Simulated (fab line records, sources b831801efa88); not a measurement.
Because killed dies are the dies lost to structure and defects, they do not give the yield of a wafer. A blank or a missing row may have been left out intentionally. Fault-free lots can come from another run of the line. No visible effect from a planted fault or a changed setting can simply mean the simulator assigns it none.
A lot that was struck, set against a sound lot ; flow sky130 ; 33 steps out of a route of 708
Sound: wafers L839.3, L839.4, L839.6. Wafers L837.1, L837.4, L837.5 were the ones struck. Last of all comes the cause.
Order at every step that has rows: each side's tool, ch and its chambers, its first start. Under that, the readings that differ: sound wafers ; struck wafers ; difference of the means ; sigmas: that difference in standard deviations of wafers without a fault.
alike: a reading whose means differ by less than 2 such deviations, as well as words and numbers matching on both sides. not compared: withheld readings; readings where some wafer has no value; bounds like >300 that might hide an equal value; numbers whose values overlap and for which the record gives no deviation.
The two part at a step that has a row with sigmas, a row that says differs or no value, or rows on one side only. Numbers that don't overlap but have no deviation are shown without sigmas and don't part them. A reading that every wafer of one side lacks parts them only if that side has two wafers or more.

SKY_METAL3_CD_MEAS_13: the cd target is 300 nm.
  sound on cd_sem-01, day 39 20:32; struck on cd_sem-02, day 39 20:12
reading;sound;struck;difference;sigmas
cd_nm (nm);302.8 302.7 302.1;300.7 299.5 299.1;-2.8;-2
SKY_METAL3_OVL_MEAS_14:
  sound on overlay-02, day 39 20:38; struck on overlay-01, day 39 20:19
  alike: METAL3_OVL
SKY_METAL3_DESCUM_15: chemistry O2, time 8 s.
  sound on rie_metal-04 ch 0,1, day 39 20:40; struck on rie_metal-03 ch 0,1, day 39 20:21
reading;sound;struck;difference;sigmas
he_backside_leak_sccm (sccm);3.6 3.6 5.0;3.4 3.1 3.1;-0.9;-3
  alike: chamber_pressure_mTorr, drypump_motor_current_A, oes_product_au
  not compared: rf_hours_counter_h
then, 1 step without rows for these wafers: SKY_METAL3_ETCH_16 (etches BARC in N2/H2, stops on SiO2, time 88.2 s, target depth 60 nm).
SKY_METAL3_ETCH_17: etches SiO2 in C4F8/O2/Ar, stops on TiN, time 3.9 s, target depth 15 nm.
  sound on rie_diel-04 ch 0,2, day 39 20:47; struck on rie_diel-03 ch 0,3, day 39 20:29
  alike: chamber_pressure_mTorr, oes_product_au
  not compared: rf_hours_counter_h
SKY_METAL3_METAL_ETCH_18: etches the open film in Cl2/BCl3, stops on SiO2, target depth 845 nm, time 183.1 s.
  sound on rie_metal-03 ch 0,1, day 39 20:52; struck on rie_metal-01 ch 0, day 39 20:30
  alike: chamber_pressure_mTorr, drypump_motor_current_A, he_backside_leak_sccm, oes_product_au, throttle_valve_pct
  not compared: rf_hours_counter_h
then, 5 steps without rows for these wafers: SKY_METAL3_STRIP_19 (strips in O2/N2); SKY_METAL3_STRIP_20 (strips in post etch residue remover, time 1200 s); SKY_METAL3_CLEAN_21 (cleans in IPA, time 180 s); SKY_METAL3_CLEAN_22 (cleans in O3/DIW); SKY_VIA3_HDPCVD_00 (deposits SiO2, target thk 1635 nm, time 272.5 s).
SKY_VIA3_THK_MEAS_01:
  sound on film_metro-04, day 39 21:47; struck on film_metro-03, day 39 21:47
reading;sound;struck;difference;sigmas
VIA3_HDPCVD_THK (nm);1604 1598 1599;1635 1633 1627;+31;+2
SKY_VIA3_CMP_02: polishes SiO2.
  sound on cmp-02 ch 1,2,3, day 39 21:56; struck on cmp-01 ch 0,1, day 39 21:51
  no value came back on the struck wafers for any of 5 readings (edge_zone_pressure_frac, head_pressure_psi (psi) and others); on the sound wafers edge_zone_pressure_frac reads 0.996 0.995 0.996
reading;sound;struck;difference;sigmas
model.SiO2_of_VIA3_HDPCVD_00.thk_nm (nm);464.6 465.3 466.4;1632 1634 1627;+1166;
SKY_VIA3_BOW_MEAS_03:
  sound on film_metro-01, day 39 22:10; struck on film_metro-03, day 39 22:09
reading;sound;struck;difference;sigmas
VIA3_BOW (um);94 82 84;140 146 155;+60;+8
then, 8 steps without rows for these wafers: SKY_VIA3_DEHYDRATE_04 (time 60 s); SKY_VIA3_HMDS_05 (prime time 60 s); SKY_VIA3_COAT_06 (resist thk 60 nm); SKY_VIA3_COAT_07 (resist thk 450 nm); SKY_VIA3_SOFTBAKE_08 (time 90 s); SKY_VIA3_EXPOSE_09 (exposes mask VIM3, target cd 200 nm); SKY_VIA3_PEB_10; SKY_VIA3_DEVELOP_11 (develop time 60 s).
SKY_VIA3_CD_MEAS_12: the cd target is 200 nm.
  sound on cd_sem-02, day 40 22:29; struck on cd_sem-01, day 40 22:48
  alike: cd_nm
SKY_VIA3_OVL_MEAS_13:
  sound on overlay-01, day 40 22:35; struck on overlay-01, day 40 22:55
  alike: VIA3_OVL
then, 1 step without rows for these wafers: SKY_VIA3_ETCH_14 (etches BARC in N2/H2, stops on SiO2, time 45.9 s, target depth 60 nm).
SKY_VIA3_ETCH_15: etches SiO2 in C4F8/O2/Ar, stops on TiN, target depth 507 nm, time 78 s.
  sound on rie_diel-01 ch 0,2, day 40 22:39; struck on rie_diel-01 ch 0,3, day 40 23:00
reading;sound;struck;difference;sigmas
oes_product_au (a.u.);0.944 0.949 0.946;1.634 1.638 1.644;+0.692;+99 or more
model.etch.depth_nm (nm);464.6 465.3 466.4;510.5 512.8 511.3;+46.1;
model.VIA3.feature_depth_nm (nm);464.6 465.3 466.4;510.5 512.8 511.3;+46.1;
  alike: chamber_pressure_mTorr
  not compared: rf_hours_counter_h
then, 4 steps without rows for these wafers: SKY_VIA3_STRIP_16 (strips in O2/N2); SKY_VIA3_STRIP_17 (strips in post etch residue remover, time 1200 s); SKY_VIA3_CLEAN_18 (cleans in IPA, time 180 s); SKY_VIA3_CLEAN_19 (cleans in O3/DIW).
SKY_VIA3_SPUTTER_20: material TiN, target thk 20 nm, time 80 s.
  sound on pvd_sputter-03, day 40 23:18; struck on pvd_sputter-01, day 40 23:39
  alike: chamber_pressure_pa, throttle_valve_pct
SKY_VIA3_CVD_21: deposits W, target thk 390 nm, time 117.31 s.
  sound on cvd_w-01 ch 0,1, day 40 23:25; struck on cvd_w-02 ch 0,1, day 40 23:43
  alike: heater_power_w
  not compared: since_wet_clean_h
SKY_VIA3_CMP_24: polishes, stops on SiO2, t overpolish 20 s, target thk 0 nm.
  sound on cmp-02 ch 1,3, day 40 23:40; struck on cmp-01 ch 2,3, day 41 00:04
reading;sound;struck;difference;sigmas
model.SiO2_of_VIA3_HDPCVD_00.thk_nm (nm);460.2 460.9 462;1628 1629 1622;+1165;
  alike: edge_zone_pressure_frac, head_pressure_psi, motor_current_A, platen_rpm, slurry_filter_dp_kPa

WHERE THEY PART
Last at SKY_VIA3_ETCH_15 as far as this record goes, first at SKY_METAL3_CD_MEAS_13. Later steps at which nothing parts them and some readings are alike: SKY_VIA3_SPUTTER_20, SKY_VIA3_CVD_21, SKY_VIA3_CMP_24.

WHY: the cause the simulator had injected
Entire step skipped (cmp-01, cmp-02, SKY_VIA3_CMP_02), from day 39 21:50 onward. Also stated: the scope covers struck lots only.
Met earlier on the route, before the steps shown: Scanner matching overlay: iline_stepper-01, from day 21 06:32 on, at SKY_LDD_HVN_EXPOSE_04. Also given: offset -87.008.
